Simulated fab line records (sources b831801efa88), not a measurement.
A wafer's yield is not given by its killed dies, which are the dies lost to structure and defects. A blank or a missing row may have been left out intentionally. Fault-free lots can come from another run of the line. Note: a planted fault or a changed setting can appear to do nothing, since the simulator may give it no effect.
fab line records -- flow sky130
record lots=11, wafers=33, last_day=50
route steps=708 shown VIA2@521 CAPM@538 PAD_OPEN@708
lots that met no fault: from a run of the same line without faults
start_h: the number of hours between the record's first day and the start of the first shown wafer of the lot -- wait_h: hours elapsed since this lot's preceding step -- " the same as in the row above -- L1.1+2: a single row standing in for several wafers -- - no value, or no start given -- * or withheld: withheld -- < > ~ a bound
route shown NAME@n: names a module that has steps shown in the file, with the first one's number in the route -- usual: mean/standard deviation taken from wafers without a fault -- same: alike in all rows -- chamber/n: place in a boat -- sites: readings site by site -- _std_site: their standard deviation -- _edge_site: inner sites' mean taken away from outer sites' mean -- radius_mm: for every site, how far away it sits from the centre of the wafer -- mask NAME#n: copy n -- behind: the most recent tool/chamber to have shaped the wafer -- hold: why the lot went on hold/how many hours it stayed there/how the hold came to an end -- device: which transistor (n, p or np) failed to switch -- end of line: tests of these same wafers at the route's end -- a step without rows: its recipe alone -- killed: the dies lost at the first sort to structure and to defects; this is not the yield of the wafer -- map: shows each die of a wafer: x if killed, . if not, _ if none is there
set.NAME: the run value of the setting; set.NAME@STEP: its run value at that earlier step -- model.NAME: the simulator's own value behind a step, which no gauge read
the route's steps for a sample of lots (tables are steps, rows are wafers)
services: from which hour (start_h, from the record's first day; less than 0 if before it) a tool's chamber was out of use, for how many hours, and why
## steps
# step SKY_VIA2_ETCH_14
# recipe chemistry=N2/H2, target=BARC, ion_energy_ev=200, source_w=500, bias_w=100, pressure_mtorr=30, n2_flow_sccm=100, h2_flow_sccm=200, stop_on=SiO2, time_s=45.9, target_depth_a=600
# usual drypump_motor_current_A=5.7/0.31, oes_product_au=0.854/0.0042, throttle_valve_pct=13.225/0.0097
lot.wafer,tool,chamber,start_h,wait_h,drypump_motor_current_A,oes_product_au,rf_hours_counter_h,throttle_valve_pct
L734.2,rie_diel-04,1,871.99,0.0,5.8,0.852,8,13.228
L734.4,rie_diel-04,3,871.99,0.0,6.0,0.851,18,13.227
L734.5,rie_diel-04,2,871.99,0.0,5.7,0.854,-,13.217
L736.2,rie_diel-04,2,882.37,0.0,5.7,0.862,17,13.218
L736.3,rie_diel-04,1,882.37,0.0,5.8,0.857,9,13.233
L736.4,rie_diel-04,0,882.37,0.0,5.9,0.853,0,13.225
L738.2,rie_diel-01,3,900.24,0.0,5.4,0.852,5,13.229
L738.4,rie_diel-01,1,900.24,0.0,6.1,0.855,18,13.218
L738.6,rie_diel-01,3,900.24,0.0,5.4,0.860,-,13.211
L740.2,rie_diel-03,2,914.99,0.0,5.2,0.855,1,13.217
L740.3,rie_diel-03,0,914.99,0.0,5.4,0.854,19,13.215
L740.5,rie_diel-03,3,914.99,0.0,5.9,0.858,-,13.241
L745.1,rie_diel-04,1,948.62,0.0,5.8,0.849,10,13.222
L745.4,rie_diel-04,3,948.62,0.0,6.0,0.846,20,13.219
L745.5,rie_diel-04,1,948.62,0.0,5.8,0.849,-,13.224
L746.3,rie_diel-04,2,966.32,0.0,5.7,0.848,19,13.219
L746.4,rie_diel-04,1,966.32,0.0,5.8,0.851,10,13.221
L746.5,rie_diel-04,1,966.32,0.0,5.8,0.850,-,13.235
L747.1,rie_diel-01,2,967.19,0.0,6.2,0.860,22,13.218
L747.2,rie_diel-01,3,967.19,0.0,5.4,0.858,7,13.235
L747.3,rie_diel-01,3,967.19,0.0,5.4,0.852,-,13.218
L749.3,rie_diel-03,1,981.62,0.0,5.4,0.851,12,13.228
L749.4,rie_diel-03,2,981.62,0.0,5.2,0.851,3,13.241
L749.5,rie_diel-03,1,981.62,0.0,5.4,0.850,-,13.246
L750.1,rie_diel-04,3,999.52,0.0,6.0,0.857,22,13.201
L750.2,rie_diel-04,0,999.52,0.0,5.9,0.857,4,13.232
L750.5,rie_diel-04,0,999.52,0.0,5.9,0.852,-,13.220
L751.3,rie_diel-03,1,1000.09,0.0,5.4,0.849,13,13.222
L751.4,rie_diel-03,3,1000.09,0.0,5.9,0.853,13,13.228
L751.5,rie_diel-03,3,1000.09,0.0,5.9,0.851,-,13.219
L753.4,rie_diel-04,0,1006.12,0.0,5.9,0.859,4,13.233
L753.5,rie_diel-04,2,1006.12,0.0,5.7,0.861,-,13.234
L753.6,rie_diel-04,1,1006.12,0.0,5.8,0.854,-,13.219
# step SKY_VIA2_CVD_21
# recipe material=W, target_thk_nm=420, time_s=126.4, temp_c=400, pressure_torr=40
# usual chamber_pressure_Torr=40.00/0.093, heater_power_outer_w=490/12, heater_power_w=839/52
lot.wafer,tool,chamber,start_h,wait_h,chamber_pressure_Torr,heater_power_outer_w,heater_power_w
L734.2,cvd_w-02,1,872.75,0.0,39.98,487,827
L734.4,cvd_w-02,1,872.75,0.0,39.94,474,841
L734.5,cvd_w-02,1,872.75,0.0,40.02,492,830
L736.2,cvd_w-01,0,883.13,0.0,39.99,487,895
L736.3,cvd_w-01,0,883.13,0.0,39.87,469,879
L736.4,cvd_w-01,1,883.13,0.0,40.08,513,789
L738.2,cvd_w-02,0,901.00,0.0,40.06,504,887
L738.4,cvd_w-02,0,901.00,0.0,40.03,495,865
L738.6,cvd_w-02,1,901.00,0.0,40.12,504,826
L740.2,cvd_w-02,1,915.76,0.0,39.85,497,840
L740.3,cvd_w-02,0,915.76,0.0,39.94,481,896
L740.5,cvd_w-02,1,915.76,0.0,40.16,480,833
L745.1,cvd_w-01,0,949.38,0.0,-,-,-
L745.4,cvd_w-01,0,949.38,0.0,-,-,-
L745.5,cvd_w-01,1,949.38,0.0,-,-,-
L746.3,cvd_w-01,1,967.19,0.1,-,-,-
L746.4,cvd_w-01,0,967.19,0.1,-,-,-
L746.5,cvd_w-01,0,967.19,0.1,-,-,-
L747.1,cvd_w-02,1,968.02,0.0,-,-,-
L747.2,cvd_w-02,0,968.02,0.0,-,-,-
L747.3,cvd_w-02,0,968.02,0.0,-,-,-
L749.3,cvd_w-02,1,982.42,0.1,40.05,479,853
L749.4,cvd_w-02,0,982.42,0.1,39.88,498,882
L749.5,cvd_w-02,1,982.42,0.1,40.00,488,823
L750.1,cvd_w-02,1,1000.44,0.0,40.08,505,825
L750.2,cvd_w-02,0,1000.44,0.0,40.07,491,877
L750.5,cvd_w-02,1,1000.44,0.0,40.22,500,840
L751.3,cvd_w-01,1,1001.06,0.1,40.01,479,733
L751.4,cvd_w-01,0,1001.06,0.1,39.81,495,918
L751.5,cvd_w-01,1,1001.06,0.1,39.98,487,729
L753.4,cvd_w-01,1,1007.02,0.0,39.94,487,741
L753.5,cvd_w-01,0,1007.02,0.0,39.91,491,885
L753.6,cvd_w-01,1,1007.02,0.0,40.06,488,744
# step SKY_VIA2_RS_MEAS_22
# recipe thk_meas_gauge=four-point-probe, reads=W_of_VIA2_CVD_21+TiN_of_VIA2_SPUTTER_20
# usual VIA2_W_RS=0.2715/0.0023
lot.wafer,tool,chamber,start_h,wait_h,VIA2_W_RS[ohm/sq]
L734.2,film_metro-03,-,872.90,0.1,0.2719
L734.4,film_metro-03,-,872.90,0.1,0.2734
L734.5,film_metro-03,-,872.90,0.1,0.2727
L736.2,film_metro-03,-,883.28,0.1,0.2694
L736.3,film_metro-03,-,883.28,0.1,0.2687
L736.4,film_metro-03,-,883.28,0.1,0.2707
L738.2,film_metro-04,-,901.15,0.1,0.2733
L738.4,film_metro-04,-,901.15,0.1,0.2687
L738.6,film_metro-04,-,901.15,0.1,0.2728
L740.2,film_metro-03,-,915.91,0.1,0.2706
L740.3,film_metro-03,-,915.91,0.1,0.2734
L740.5,film_metro-03,-,915.91,0.1,0.2750
L745.1,film_metro-03,-,949.51,0.1,58.362
L745.4,film_metro-03,-,949.51,0.1,58.948
L745.5,film_metro-03,-,949.51,0.1,59.226
L746.3,film_metro-04,-,967.32,0.1,56.853
L746.4,film_metro-04,-,967.32,0.1,56.989
L746.5,film_metro-04,-,967.32,0.1,57.819
L747.1,film_metro-03,-,968.15,0.1,58.661
L747.2,film_metro-03,-,968.15,0.1,57.000
L747.3,film_metro-03,-,968.15,0.1,58.236
L749.3,film_metro-03,-,982.55,0.1,0.2704
L749.4,film_metro-03,-,982.55,0.1,0.2684
L749.5,film_metro-03,-,982.55,0.1,0.2725
L750.1,film_metro-01,-,1000.57,0.1,0.2704
L750.2,film_metro-01,-,1000.57,0.1,0.2686
L750.5,film_metro-01,-,1000.57,0.1,0.2699
L751.3,film_metro-01,-,1001.19,0.1,0.2731
L751.4,film_metro-01,-,1001.19,0.1,0.2693
L751.5,film_metro-01,-,1001.19,0.1,0.2705
L753.4,film_metro-03,-,1007.17,0.1,0.2733
L753.5,film_metro-03,-,1007.17,0.1,0.2670
L753.6,film_metro-03,-,1007.17,0.1,0.2666
# step SKY_VIA2_THK_MEAS_23
# recipe thk_meas_gauge=xrf, reads=W_of_VIA2_CVD_21
# usual VIA2_W_THK=417/8.7
lot.wafer,tool,chamber,start_h,wait_h,VIA2_W_THK[nm]
L734.2,film_metro-03,-,873.01,0.1,412
L734.4,film_metro-03,-,873.01,0.1,408
L734.5,film_metro-03,-,873.01,0.1,407
L736.2,film_metro-03,-,883.39,0.1,415
L736.3,film_metro-03,-,883.39,0.1,415
L736.4,film_metro-03,-,883.39,0.1,414
L738.2,film_metro-04,-,901.26,0.1,417
L738.4,film_metro-04,-,901.26,0.1,426
L738.6,film_metro-04,-,901.26,0.1,421
L740.2,film_metro-03,-,916.02,0.1,409
L740.3,film_metro-03,-,916.02,0.1,407
L740.5,film_metro-03,-,916.02,0.1,406
L745.1,film_metro-03,-,949.63,0.1,-
L745.4,film_metro-03,-,949.63,0.1,<0
L745.5,film_metro-03,-,949.63,0.1,-
L746.3,film_metro-04,-,967.42,0.1,<0
L746.4,film_metro-04,-,967.42,0.1,<0
L746.5,film_metro-04,-,967.42,0.1,-
L747.1,film_metro-03,-,968.27,0.1,<0
L747.2,film_metro-03,-,968.27,0.1,-
L747.3,film_metro-03,-,968.27,0.1,<0
L749.3,film_metro-03,-,982.65,0.1,409
L749.4,film_metro-03,-,982.65,0.1,413
L749.5,film_metro-03,-,982.65,0.1,409
L750.1,film_metro-01,-,1000.69,0.1,427
L750.2,film_metro-01,-,1000.69,0.1,432
L750.5,film_metro-01,-,1000.69,0.1,427
L751.3,film_metro-01,-,1001.29,0.1,425
L751.4,film_metro-01,-,1001.29,0.1,433
L751.5,film_metro-01,-,1001.29,0.1,428
L753.4,film_metro-03,-,1007.26,0.1,408
L753.5,film_metro-03,-,1007.26,0.1,419
L753.6,film_metro-03,-,1007.26,0.1,422
# step SKY_CAPM_THK_MEAS_01
# recipe reads=SiO2_of_CAPM_CVD_00
# usual CAPM_CVD_00_THK=15.48/0.22
lot.wafer,tool,chamber,start_h,wait_h,CAPM_CVD_00_THK[nm]
L734.2,film_metro-02,-,873.55,-,15.42
L734.4,film_metro-02,-,873.55,-,15.58
L734.5,film_metro-02,-,873.55,-,15.77
L736.2,film_metro-02,-,883.93,-,15.58
L736.3,film_metro-02,-,883.93,-,15.51
L736.4,film_metro-02,-,883.93,-,15.51
L738.2,film_metro-02,-,901.80,-,15.53
L738.4,film_metro-02,-,901.80,-,15.65
L738.6,film_metro-02,-,901.80,-,15.46
L740.2,film_metro-04,-,917.70,-,15.57
L740.3,film_metro-04,-,917.70,-,15.75
L740.5,film_metro-04,-,917.70,-,15.64
L749.3,film_metro-03,-,983.19,-,15.51
L749.4,film_metro-03,-,983.19,-,15.71
L749.5,film_metro-03,-,983.19,-,15.65
L750.1,film_metro-03,-,1001.36,-,15.43
L750.2,film_metro-03,-,1001.36,-,15.31
L750.5,film_metro-03,-,1001.36,-,15.68
L751.3,film_metro-02,-,1001.83,-,15.46
L751.4,film_metro-02,-,1001.83,-,15.69
L751.5,film_metro-02,-,1001.83,-,15.52
L753.4,film_metro-03,-,1007.79,-,15.78
L753.5,film_metro-03,-,1007.79,-,15.53
L753.6,film_metro-03,-,1007.79,-,15.97
# step SKY_CAPM_SPUTTER_02
# recipe material=TiN, target_thk_nm=200, temp_c=300, power_w=6500, time_s=166.7, chamber_pressure_pa=0.4
# usual throttle_valve_pct=30.0/0.97
lot.wafer,tool,chamber,start_h,wait_h,throttle_valve_pct
L734.2,pvd_sputter-03,-,873.60,0.0,29.0
L734.4,pvd_sputter-03,-,873.60,0.0,31.2
L734.5,pvd_sputter-03,-,873.60,0.0,31.2
L736.2,pvd_sputter-02,-,883.98,0.0,30.4
L736.3,pvd_sputter-02,-,883.98,0.0,29.4
L736.4,pvd_sputter-02,-,883.98,0.0,29.2
L738.2,pvd_sputter-01,-,901.85,0.0,30.1
L738.4,pvd_sputter-01,-,901.85,0.0,30.8
L738.6,pvd_sputter-01,-,901.85,0.0,28.9
L740.2,pvd_sputter-03,-,917.75,0.0,31.2
L740.3,pvd_sputter-03,-,917.75,0.0,28.9
L740.5,pvd_sputter-03,-,917.75,0.0,28.7
L749.3,pvd_sputter-03,-,983.23,0.0,29.9
L749.4,pvd_sputter-03,-,983.23,0.0,31.1
L749.5,pvd_sputter-03,-,983.23,0.0,31.1
L750.1,pvd_sputter-03,-,1001.42,0.1,29.8
L750.2,pvd_sputter-03,-,1001.42,0.1,28.8
L750.5,pvd_sputter-03,-,1001.42,0.1,31.1
L751.3,pvd_sputter-01,-,1001.87,0.0,30.2
L751.4,pvd_sputter-01,-,1001.87,0.0,29.2
L751.5,pvd_sputter-01,-,1001.87,0.0,30.0
L753.4,pvd_sputter-03,-,1007.82,0.0,30.1
L753.5,pvd_sputter-03,-,1007.82,0.0,29.1
L753.6,pvd_sputter-03,-,1007.82,0.0,31.1
# step SKY_PAD_OPEN_PROBE_99
# usual defect_limited_yield=82.5/2, killed_at_M0_to_M3=42/6.6, killed_at_M4_up=3.1/1.9, killed_at_contacts=25/5.7, killed_at_front_end=16/5, killed_at_other=0.2/0.38, killed_dies=86/9.6, killed_on_rim=16/4, killed_open=47/7.2, killed_short=39/6.2, sort_bin_3_pad_short=0.9/0.44, sort_bin_5_function=10.3/1.5, sort_bin_6_memory=6.2/1.1, sort_n_pass=406/9.6, sort_yield_pct=82.5/2
# same gross_dies=492, killed_at_back_side=0, sort_bin_4_leakage[%]=0, sort_bin_8_speed[%]=0
lot.wafer,tool,chamber,start_h,wait_h,defect_limited_yield[%],killed_at_M0_to_M3,killed_at_M4_up,killed_at_contacts,killed_at_front_end,killed_at_other,killed_dies,killed_on_rim,killed_open,killed_short,sort_bin_3_pad_short[%],sort_bin_5_function[%],sort_bin_6_memory[%],sort_n_pass,sort_yield_pct[%]
L734.2,prober-02,-,1094.49,0.1,83.3,51,5,17,9,0,82,17,40,42,1.4,8.9,6.3,410,83.3
L734.4,prober-02,-,1094.59,0.2,82.3,36,3,34,14,0,87,15,43,44,0.8,10.0,6.9,405,82.3
L734.5,prober-02,-,1094.64,0.2,81.7,32,7,28,23,0,90,24,38,52,1.4,10.4,6.5,402,81.7
L736.2,prober-02,-,1101.79,0.1,81.5,34,3,36,18,0,91,15,52,39,0.6,12.4,5.5,401,81.5
L736.3,prober-02,-,1101.84,0.2,81.3,51,2,25,13,1,92,22,48,44,1.0,11.2,6.5,400,81.3
L736.4,prober-02,-,1101.89,0.2,79.9,44,3,36,16,0,99,20,54,45,1.2,12.0,6.9,393,79.9
L738.2,prober-02,-,1118.91,0.1,80.1,37,3,33,25,0,98,16,45,53,1.8,11.4,6.7,394,80.1
L738.4,prober-02,-,1119.01,0.2,79.7,53,2,29,15,1,100,20,63,37,0.4,13.2,6.7,392,79.7
L738.6,prober-02,-,1119.11,0.2,78.0,39,5,28,35,1,108,25,56,52,1.2,12.0,8.7,384,78.0
L740.2,prober-02,-,1130.13,0.1,78.5,46,3,37,20,0,106,22,50,56,1.2,12.2,8.1,386,78.5
L740.3,prober-02,-,1130.18,0.2,80.3,53,2,22,20,0,97,24,56,41,1.4,13.4,4.9,395,80.3
L740.5,prober-02,-,1130.28,0.2,78.5,47,5,36,18,0,106,22,55,51,0,12.4,9.1,386,78.5
L745.1,prober-01,-,1154.19,0.1,0,434,3,39,15,1,492,96,49,46,1.0,92.3,6.7,0,0
L745.4,prober-01,-,1154.34,0.2,0,439,0,37,16,0,492,96,54,35,0.8,91.1,8.1,0,0
L745.5,prober-01,-,1154.39,0.2,0,450,3,26,13,0,492,96,46,38,0.4,94.5,5.1,0,0
L746.3,prober-02,-,1166.64,0.2,0,439,3,34,16,0,492,96,51,46,1.4,91.9,6.7,0,0
L746.4,prober-02,-,1166.69,0.2,0,443,2,31,16,0,492,96,48,38,1.4,92.1,6.5,0,0
L746.5,prober-02,-,1166.74,0.2,0,445,5,28,13,1,492,96,60,37,1.2,91.5,7.3,0,0
L747.1,prober-01,-,1167.74,0.1,0,447,4,22,19,0,492,96,46,36,0.8,92.1,7.1,0,0
L747.2,prober-01,-,1167.79,0.1,0,460,2,19,11,0,492,96,35,34,0.8,95.3,3.9,0,0
L747.3,prober-01,-,1167.84,0.2,0,447,1,29,15,0,492,96,50,46,1.6,91.5,6.9,0,0
L749.3,prober-01,-,1178.76,0.2,82.1,51,2,20,15,0,88,16,46,42,1.4,9.1,7.3,404,82.1
L749.4,prober-01,-,1178.81,0.2,82.3,50,8,19,10,0,87,17,46,41,1.0,10.0,6.7,405,82.3
L749.5,prober-01,-,1178.86,0.2,82.5,39,2,19,26,0,86,16,44,42,1.6,8.7,7.1,406,82.5
L750.1,prober-02,-,1189.76,0.1,79.5,53,3,30,14,1,101,21,59,42,0.6,12.8,7.1,391,79.5
L750.2,prober-02,-,1189.81,0.1,83.3,48,1,22,11,0,82,16,49,33,1.4,10.0,5.3,410,83.3
L750.5,prober-02,-,1189.96,0.2,83.3,47,1,27,7,0,82,21,46,36,1.4,11.0,4.3,410,83.3
L751.3,prober-01,-,1191.95,0.2,83.7,35,8,19,18,0,80,15,45,35,0.2,10.4,5.7,412,83.7
L751.4,prober-01,-,1192.00,0.2,84.6,40,3,19,14,0,76,14,42,34,0.4,8.7,6.3,416,84.6
L751.5,prober-01,-,1192.05,0.2,83.5,43,2,22,14,0,81,17,45,36,0.4,10.0,6.1,411,83.5
L753.4,prober-01,-,1195.65,0.2,80.1,57,4,20,17,0,98,20,59,39,0.4,11.2,8.3,394,80.1
L753.5,prober-01,-,1195.70,0.2,82.7,35,4,21,25,0,85,12,44,41,0.8,9.8,6.7,407,82.7
L753.6,prober-01,-,1195.75,0.2,85.0,42,4,16,12,0,74,10,36,38,1.0,8.9,5.1,418,85.0
# killed by level:class
L734.2 METAL1:geometric_particle:short=11 VIA1:geometric_particle:open=8 VIA1:geometric_particle:short=8 VIA3:geometric_particle:open=6 CONTACT:geometric_particle:open=6 VIA2:geometric_particle:open=6 METAL2:geometric_particle:short=5 METAL3:geometric_particle:short=4
L734.4 CONTACT:geometric_particle:open=16 LOCAL_INTERCONNECT:geometric_particle:short=8 VIA3:geometric_particle:open=8 METAL1:geometric_particle:short=6 VIA1:geometric_particle:open=6 POLY_GATE:geometric_particle:open=5 VIA2:geometric_particle:short=5 FIELD_ISO:geometric_particle:short=4
L734.5 POLY_GATE:geometric_particle:short=8 CONTACT:geometric_particle:short=8 LOCAL_INTERCONNECT:geometric_particle:short=7 POLY_GATE:geometric_particle:open=6 CONTACT:geometric_particle:open=6 VIA1:geometric_particle:open=6 FIELD_ISO:geometric_particle:short=5 METAL1:geometric_particle:short=5
L736.2 CONTACT:geometric_particle:open=12 LI_CONTACT:geometric_particle:open=12 VIA1:geometric_particle:open=8 LOCAL_INTERCONNECT:geometric_particle:short=7 FIELD_ISO:geometric_particle:short=5 METAL1:geometric_particle:short=5 FIELD_ISO:geometric_particle:open=4 METAL2:geometric_particle:short=4
L736.3 VIA1:geometric_particle:open=12 LI_CONTACT:geometric_particle:open=8 POLY_GATE:geometric_particle:open=7 VIA1:geometric_particle:short=7 VIA3:geometric_particle:open=7 METAL1:geometric_particle:short=6 LOCAL_INTERCONNECT:geometric_particle:short=6 CONTACT:geometric_particle:open=6
L736.4 CONTACT:geometric_particle:open=12 LI_CONTACT:geometric_particle:open=10 VIA1:geometric_particle:open=7 LOCAL_INTERCONNECT:geometric_particle:short=7 VIA1:geometric_particle:short=6 METAL1:geometric_particle:short=6 VIA3:geometric_particle:open=6 POLY_GATE:geometric_particle:open=5
L738.2 CONTACT:geometric_particle:open=10 CONTACT:geometric_particle:short=9 FIELD_ISO:geometric_particle:short=8 LI_CONTACT:geometric_particle:open=8 VIA1:geometric_particle:short=6 FIELD_ISO:geometric_particle:open=5 POLY_GATE:geometric_particle:short=5 VIA1:geometric_particle:open=5
L738.4 CONTACT:geometric_particle:open=14 VIA1:geometric_particle:open=11 VIA2:geometric_particle:open=8 VIA1:geometric_particle:short=8 VIA3:geometric_particle:open=7 FIELD_ISO:geometric_particle:open=6 METAL2:geometric_particle:short=6 POLY_GATE:geometric_particle:open=5
L738.6 CONTACT:geometric_particle:open=13 FIELD_ISO:geometric_particle:open=9 FIELD_ISO:geometric_particle:short=9 POLY_GATE:geometric_particle:open=9 METAL2:geometric_particle:short=8 VIA2:geometric_particle:open=6 POLY_GATE:geometric_particle:short=5 METAL1:geometric_particle:short=5
L740.2 LOCAL_INTERCONNECT:geometric_particle:short=10 CONTACT:geometric_particle:open=10 VIA1:geometric_particle:open=9 LI_CONTACT:geometric_particle:open=7 FIELD_ISO:geometric_particle:open=6 CONTACT:geometric_particle:short=6 METAL1:geometric_particle:short=6 VIA3:geometric_particle:short=6
L740.3 VIA1:geometric_particle:open=20 CONTACT:geometric_particle:open=11 VIA3:geometric_particle:open=8 FIELD_ISO:geometric_particle:short=7 POLY_GATE:geometric_particle:open=6 METAL2:geometric_particle:short=5 METAL1:geometric_particle:short=5 VIA1:geometric_particle:short=5
L740.5 LI_CONTACT:geometric_particle:open=12 VIA1:geometric_particle:open=10 CONTACT:geometric_particle:open=10 LOCAL_INTERCONNECT:geometric_particle:short=8 VIA3:geometric_particle:open=7 VIA1:geometric_particle:short=6 VIA3:geometric_particle:short=6 POLY_GATE:geometric_particle:short=5
L745.1 VIA2:area_cvd=397 LI_CONTACT:geometric_particle:open=13 CONTACT:geometric_particle:open=10 VIA1:geometric_particle:open=8 CONTACT:geometric_particle:short=7 POLY_GATE:geometric_particle:short=6 VIA1:geometric_particle:short=6 VIA2:geometric_particle:open=6
L745.4 VIA2:area_cvd=403 CONTACT:geometric_particle:open=18 VIA1:geometric_particle:open=8 LOCAL_INTERCONNECT:geometric_particle:short=7 FIELD_ISO:geometric_particle:open=5 FIELD_ISO:geometric_particle:short=5 VIA2:geometric_particle:open=5 LOCAL_INTERCONNECT:geometric_particle:open=4
L745.5 VIA2:area_cvd=408 VIA1:geometric_particle:open=13 CONTACT:geometric_particle:open=7 VIA3:geometric_particle:open=7 LOCAL_INTERCONNECT:geometric_particle:short=6 METAL1:geometric_particle:short=6 CONTACT:geometric_particle:short=5 METAL2:geometric_particle:short=5
L746.3 VIA2:area_cvd=395 LI_CONTACT:geometric_particle:open=11 CONTACT:geometric_particle:short=9 CONTACT:geometric_particle:open=8 VIA1:geometric_particle:open=8 VIA3:geometric_particle:open=7 METAL1:geometric_particle:short=6 POLY_GATE:geometric_particle:open=5
L746.4 VIA2:area_cvd=406 CONTACT:geometric_particle:open=12 LI_CONTACT:geometric_particle:open=10 METAL1:geometric_particle:short=7 VIA2:geometric_particle:open=6 POLY_GATE:geometric_particle:short=5 METAL2:geometric_particle:short=5 FIELD_ISO:geometric_particle:short=4
L746.5 VIA2:area_cvd=395 CONTACT:geometric_particle:open=13 VIA1:geometric_particle:open=13 VIA2:geometric_particle:open=8 LI_CONTACT:geometric_particle:open=7 METAL2:geometric_particle:short=6 POLY_GATE:geometric_particle:open=5 LOCAL_INTERCONNECT:geometric_particle:short=5
L747.1 VIA2:area_cvd=410 CONTACT:geometric_particle:open=8 POLY_GATE:geometric_particle:open=6 LI_CONTACT:geometric_particle:open=6 VIA1:geometric_particle:open=6 LOCAL_INTERCONNECT:geometric_particle:short=5 METAL1:geometric_particle:short=5 POLY_GATE:geometric_particle:short=4
L747.2 VIA2:area_cvd=423 VIA1:geometric_particle:open=13 VIA1:geometric_particle:short=6 METAL2:geometric_particle:short=6 CONTACT:geometric_particle:open=5 LI_CONTACT:geometric_particle:short=4 CONTACT:geometric_particle:short=4 FIELD_ISO:geometric_particle:short=3
L747.3 VIA2:area_cvd=396 CONTACT:geometric_particle:open=12 VIA1:geometric_particle:open=12 METAL2:geometric_particle:short=8 CONTACT:geometric_particle:short=7 LI_CONTACT:geometric_particle:open=6 VIA1:geometric_particle:short=6 POLY_GATE:geometric_particle:open=5
L749.3 VIA1:geometric_particle:open=16 VIA3:geometric_particle:open=10 CONTACT:geometric_particle:open=8 CONTACT:geometric_particle:short=7 METAL2:geometric_particle:short=7 POLY_GATE:geometric_particle:short=6 FIELD_ISO:geometric_particle:short=5 VIA1:geometric_particle:short=4
L749.4 CONTACT:geometric_particle:open=10 VIA3:geometric_particle:open=8 VIA2:geometric_particle:open=8 METAL4:geometric_particle:short=7 VIA1:geometric_particle:open=7 METAL2:geometric_particle:short=7 METAL3:geometric_particle:short=5 CONTACT:geometric_particle:short=5
L749.5 VIA1:geometric_particle:open=9 FIELD_ISO:geometric_particle:open=8 METAL2:geometric_particle:short=8 CONTACT:geometric_particle:open=7 FIELD_ISO:geometric_particle:short=5 LI_CONTACT:geometric_particle:open=4 METAL1:geometric_particle:short=4 VIA1:geometric_particle:short=4
L750.1 CONTACT:geometric_particle:open=15 VIA1:geometric_particle:open=14 VIA2:geometric_particle:open=8 METAL2:geometric_particle:short=7 VIA3:geometric_particle:open=6 FIELD_ISO:geometric_particle:open=5 LI_CONTACT:geometric_particle:open=5 VIA1:geometric_particle:short=5
L750.2 VIA1:geometric_particle:open=15 CONTACT:geometric_particle:open=8 VIA2:geometric_particle:open=7 CONTACT:geometric_particle:short=6 LOCAL_INTERCONNECT:geometric_particle:short=5 METAL1:geometric_particle:short=5 VIA1:geometric_particle:short=5 VIA3:geometric_particle:open=4
L750.5 LI_CONTACT:geometric_particle:open=10 CONTACT:geometric_particle:open=10 VIA3:geometric_particle:open=8 METAL2:geometric_particle:short=7 METAL1:geometric_particle:short=6 VIA1:geometric_particle:open=6 VIA2:geometric_particle:open=6 VIA3:geometric_particle:short=6
L751.3 VIA1:geometric_particle:open=9 CONTACT:geometric_particle:open=9 METAL1:geometric_particle:short=7 LOCAL_INTERCONNECT:geometric_particle:short=6 POLY_GATE:geometric_particle:short=5 VIA2:geometric_particle:open=5 VIA3:geometric_particle:open=5 METAL4:geometric_particle:short=5
L751.4 LI_CONTACT:geometric_particle:open=9 VIA1:geometric_particle:open=7 VIA3:geometric_particle:open=6 FIELD_ISO:geometric_particle:short=5 CONTACT:geometric_particle:open=5 METAL1:geometric_particle:short=5 VIA1:geometric_particle:short=5 VIA2:geometric_particle:short=5
L751.5 VIA1:geometric_particle:open=10 CONTACT:geometric_particle:open=9 VIA1:geometric_particle:short=8 METAL1:geometric_particle:short=7 VIA2:geometric_particle:open=6 FIELD_ISO:geometric_particle:open=5 METAL2:geometric_particle:short=5 LI_CONTACT:geometric_particle:open=4
L753.4 VIA1:geometric_particle:open=14 VIA3:geometric_particle:open=10 VIA1:geometric_particle:short=9 POLY_GATE:geometric_particle:open=7 LI_CONTACT:geometric_particle:open=7 METAL2:geometric_particle:short=6 VIA2:geometric_particle:open=6 CONTACT:geometric_particle:open=5
L753.5 VIA1:geometric_particle:open=10 FIELD_ISO:geometric_particle:short=6 POLY_GATE:geometric_particle:open=6 CONTACT:geometric_particle:open=6 METAL2:geometric_particle:short=6 FIELD_ISO:geometric_particle:open=5 CONTACT:geometric_particle:short=5 VIA1:geometric_particle:short=4
L753.6 METAL2:geometric_particle:short=9 VIA1:geometric_particle:open=9 LOCAL_INTERCONNECT:geometric_particle:short=5 VIA2:geometric_particle:open=5 FIELD_ISO:geometric_particle:short=4 LI_CONTACT:geometric_particle:open=3 CONTACT:geometric_particle:open=3 VIA1:geometric_particle:short=3
## services
tool,chamber,start_h,hours,kind
rie_diel-04,0,850.26,-,clean
rie_diel-04,0,850.26,17.1,scheduled_down
rie_diel-04,0,850.26,17.1,vent_cycle
pvd_sputter-03,-,852.36,2.8,repair
rie_diel-03,2,853.98,-,clean
rie_diel-03,2,853.98,18.2,scheduled_down
rie_diel-04,3,877.54,2.0,repair
cvd_w-02,1,886.28,8.1,repair
pvd_sputter-02,-,898.85,0.9,repair
cvd_w-01,-,904.00,14.0,pm
cvd_w-01,0,904.00,14.0,vent_cycle
cvd_w-01,1,904.00,14.0,vent_cycle
pvd_sputter-03,-,907.52,4.1,repair
cvd_w-01,0,918.00,-,clean
cvd_w-01,1,918.00,-,clean
cvd_w-01,1,936.93,1.4,repair
rie_diel-03,0,942.80,2.8,repair
cvd_w-02,1,949.67,17.9,repair
rie_diel-01,0,957.21,16.2,repair
pvd_sputter-03,0,958.13,-,consumable_replace:kit
pvd_sputter-03,0,958.13,18.0,scheduled_down
pvd_sputter-03,0,958.13,18.0,vent_cycle
rie_diel-01,1,966.90,7.1,repair
pvd_sputter-02,-,997.40,1.4,repair
## key
first_sign step=SKY_VIA2_CVD_21, reading=tool_record, direction=missing
effect step=SKY_VIA2_RS_MEAS_22, reading=VIA2_W_RS, direction=up, sigmas=99+, usual=0.2715, struck=58.010
effect step=SKY_VIA2_THK_MEAS_23, reading=VIA2_W_THK, direction=down, sigmas=48, usual=417, struck=<0
effect step=SKY_PAD_OPEN_PROBE_99, reading=killed_at_M0_to_M3, direction=up, sigmas=61, usual=42, struck=445
more_kills_born_at SKY_VIA2_CVD_21@cvd_w-01=2394, SKY_VIA2_CVD_21@cvd_w-02=1228
met_at SKY_VIA2_CVD_21
struck_lots L745,L746,L747
later_rows_left_out L745.1,L745.4,L745.5,L746.3,L746.4,L746.5,L747.1,L747.2,L747.3
not_acting_at SKY_VIA2_ETCH_14,SKY_CAPM_THK_MEAS_01,SKY_CAPM_SPUTTER_02
onset_between 915.76 949.38
fault kind=skipped_step_whole, tool=cvd_w-01,cvd_w-02, chamber=-, onset_h=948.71, steps=SKY_VIA2_CVD_21, scope=struck_lots_only
# later_rows_left_out: the simulator's readings of these wafers behind a module that went badly wrong aren't trusted and aren't shown, but for the sort
